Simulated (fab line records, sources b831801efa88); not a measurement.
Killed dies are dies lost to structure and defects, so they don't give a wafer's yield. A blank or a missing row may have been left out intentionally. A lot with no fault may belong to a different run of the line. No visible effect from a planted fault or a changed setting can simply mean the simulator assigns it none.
Which tool is to blame? | flow gf180mcu | Sampling: 6 lots, 18 wafers, 2 of 602 route steps

## WHAT THE GAUGES SHOWED, per wafer
GF_V5_THK_MEAS_03.
lot  | measured     | on            | V5_CVD_02_THK (nm)
L197 | day 27 03:05 | film-metro-01 | 1462 1431 1448
L199 | day 27 16:15 | film-metro-01 | 1417 1428 1445
L203 | day 28 20:17 | film-metro-01 | 1464 1467 1469
L205 | day 29 15:53 | film-metro-01 | 1435 1439 1441
L209 | day 30 15:59 | film-metro-01 | 1442 1469 1459
L211 | day 31 04:57 | film-metro-03 | 1447 1457 1461

## TOOL THAT RAN EACH LOT (tool first, then ch and the chambers of the sampled wafers, then the start)
lot  | GF_V5_CVD_02
L197 | pecvd-02 ch 0,1,2, day 27 03:00
L199 | pecvd-04 ch 0,1, day 27 16:08
L203 | pecvd-01 ch 0,1,2, day 28 20:11
L205 | pecvd-02 ch 0,2, day 29 15:45
L209 | pecvd-04 ch 0,1,2, day 30 15:54
L211 | pecvd-02 ch 0,2, day 31 04:47
- GF_V5_CVD_02: deposits SiO2 from TEOS, target thk 1450 nm, time 163.28 s.

## THE ANSWER, worked out from the rows above alone
Rule: usual is defined by the lots themselves. Put in order of their means at a reading, lots are off if they are a third of the lots or fewer, leave a main group of 4 or more, and stand apart from it by a gap of 3 or more times the standard deviation of the main group's means; of several such gaps the widest counts. A main group is skipped when, at the precision printed for the reading in the tables above, its means are all equal. Also off: a lot with no number at a reading for which 4 or more lots have one. All remaining lots with rows at the step are treated as sound.
No lot is off on any of the readings shown, so nothing can be concluded from this.

## WHAT THE SIMULATOR HAD INSERTED
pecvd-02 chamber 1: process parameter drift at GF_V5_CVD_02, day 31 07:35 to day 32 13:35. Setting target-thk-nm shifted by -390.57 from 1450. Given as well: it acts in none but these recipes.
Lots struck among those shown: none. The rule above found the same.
